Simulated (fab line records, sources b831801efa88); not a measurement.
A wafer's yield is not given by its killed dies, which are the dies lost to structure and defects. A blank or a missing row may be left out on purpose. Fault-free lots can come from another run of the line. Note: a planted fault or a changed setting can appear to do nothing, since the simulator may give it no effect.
Split-lot experiment + flow gf180mcu + on a route of 602 steps: 5 lots, 23 wafers read

## SPLIT DETAILS
At GF_V1_CMP_04 (polishes SiO2), the setting leave above ref nm was moved away from the recipe's 632.5 nm on 8 of the 23 wafers read, by -6.4% to +7.4%. This setting was run at the recipe's value on the other wafers.

## FROM SPLIT TO READING: 1 step shown by the file between the two
- GF_V1_ETCH_16: etches BARC in N2/H2 (also split here: ion energy ev)

## THE READING
oes product au, in a.u., at GF_V1_ETCH_17 (etches SiO2 in C4F8/O2/Ar, stops on TiN, target depth 630 nm). Typical for fault-free wafers on this fab line: 0.856 a.u., with standard deviation 0.0037 a.u.

| wafer  | tool, chamber at the split | leave above ref nm as run, nm | against the recipe | oes product au, a.u. | against lot-mates on the recipe |
|--------|----------------------------|-------------------------------|--------------------|----------------------|---------------------------------|
| L074.1 | cmp-02, 2                  | 632.5                         | recipe             | 0.851                | -                               |
| L074.2 | cmp-02, 3                  | 632.5                         | recipe             | 0.855                | -                               |
| L074.4 | cmp-02, 1                  | 592.1                         | -6.4%              | 0.827                | -0.027                          |
| L074.5 | cmp-02, 3                  | 592.1                         | -6.4%              | 0.830                | -0.024                          |
| L074.6 | cmp-02, 0                  | 632.5                         | recipe             | 0.855                | -                               |
| L075.1 | cmp-01, 1                  | 632.5                         | recipe             | 0.854                | -                               |
| L075.5 | cmp-01, 1                  | 632.5                         | recipe             | 0.855                | -                               |
| L075.6 | cmp-01, 2                  | 632.5                         | recipe             | 0.854                | -                               |
| L078.1 | cmp-01, 3                  | 632.5                         | recipe             | 0.849                | -                               |
| L078.3 | cmp-01, 1                  | 679.5                         | +7.4%              | 0.896                | +0.045                          |
| L078.4 | cmp-01, 2                  | 632.5                         | recipe             | 0.854                | -                               |
| L078.5 | cmp-01, 0                  | 679.5                         | +7.4%              | 0.893                | +0.042                          |
| L078.6 | cmp-01, 3                  | 679.5                         | +7.4%              | 0.891                | +0.040                          |
| L079.1 | cmp-02, 1                  | 654.4                         | +3.5%              | 0.876                | +0.020                          |
| L079.3 | cmp-02, 0                  | 654.4                         | +3.5%              | 0.874                | +0.018                          |
| L079.4 | cmp-02, 2                  | 632.5                         | recipe             | 0.859                | -                               |
| L079.5 | cmp-02, 0                  | 654.4                         | +3.5%              | 0.878                | +0.022                          |
| L079.6 | cmp-02, 1                  | 632.5                         | recipe             | 0.853                | -                               |
| L085.1 | cmp-01, 1                  | 632.5                         | recipe             | 0.859                | -                               |
| L085.3 | cmp-01, 0                  | 632.5                         | recipe             | 0.858                | -                               |
| L085.4 | cmp-01, 2                  | 632.5                         | recipe             | 0.859                | -                               |
| L085.5 | cmp-01, 1                  | 632.5                         | recipe             | 0.853                | -                               |
| L085.6 | cmp-01, 2                  | 632.5                         | recipe             | 0.852                | -                               |

THE FIT
A straight line over all 23 wafers: oes product au changes by +0.00492 a.u. for each +1% of leave above ref nm; r = +0.98; the points scatter about the line by 0.0034 a.u.
The same after taking each lot's own level away (the mean of its wafers on the recipe; 23 wafers): +0.00506 a.u. for each +1%; r = +0.98; scatter 0.0034 a.u.
Per that fit: largest leave above ref nm move, reading shift of 0.038 a.u.
The lots' own levels span 0.8515 to 0.8562 a.u., that is 1.3 times the standard deviation above.
Consequently the slope shifts little with the lot-to-lot level, the two slopes agreeing.
Check: for one of the wafers moved furthest among these (+7.4%), held out of the fit, the line's prediction against its lot-mates is +0.0377 a.u. It came out at +0.0445 a.u. against them.
Tool readings at the split's step, against how far the setting was moved: time to endpoint s r = +0.04.

## OTHER SPLITS ON THESE WAFERS
Note: prior to the reading, these wafers also went through further splits. Each is held against what the fit with the lots' levels taken away leaves over:
| other split on the same wafers | wafers away from the commonest value | r with oes product au (lot level and that fit taken away) |
|--------------------------------|--------------------------------------|-----------------------------------------------------------|
| GF_CONTACT_SPUTTER_22 time s   | 8                                    | -0.17                                                     |
| GF_M1_PEB_12 peb temp c        | 6                                    | +0.30                                                     |
| GF_V1_CVD_02 time s            | 10                                   | +0.05                                                     |
| GF_V1_ETCH_16 ion energy ev    | 7                                    | +0.07                                                     |

## THE WHOLE CHAIN: every reading that the file lists as answering this split, in the file's order
| step          | what it does                                                 | reading                                                                   | change (the file's fit)                                                       | r (the file's) |
|---------------|--------------------------------------------------------------|---------------------------------------------------------------------------|-------------------------------------------------------------------------------|----------------|
| GF_V1_CMP_04  | polishes SiO2                                                | SiO2_of_V1_CVD_02.thk nm (the simulator's own value, which no gauge read) | +6.27 nm for each +1% of the setting                                          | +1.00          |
| GF_V1_ETCH_17 | etches SiO2 in C4F8/O2/Ar, stops on TiN, target depth 630 nm | oes product au                                                            | +0.005 a.u. for each +1% of the setting                                       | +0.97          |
| GF_V1_ETCH_17 | etches SiO2 in C4F8/O2/Ar, stops on TiN, target depth 630 nm | V1.feature depth nm (the simulator's own value, which no gauge read)      | +6.27 nm for each +1% of the setting                                          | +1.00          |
| GF_V1_CMP_04  | polishes SiO2                                                | time to endpoint s                                                        | withheld for each +1% of the setting, in a fit together with time s@V1_CVD_02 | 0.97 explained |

## FILE'S OWN FIT
oes product au changes by +0.005 a.u. for each +1% of leave above ref nm, r = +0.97.
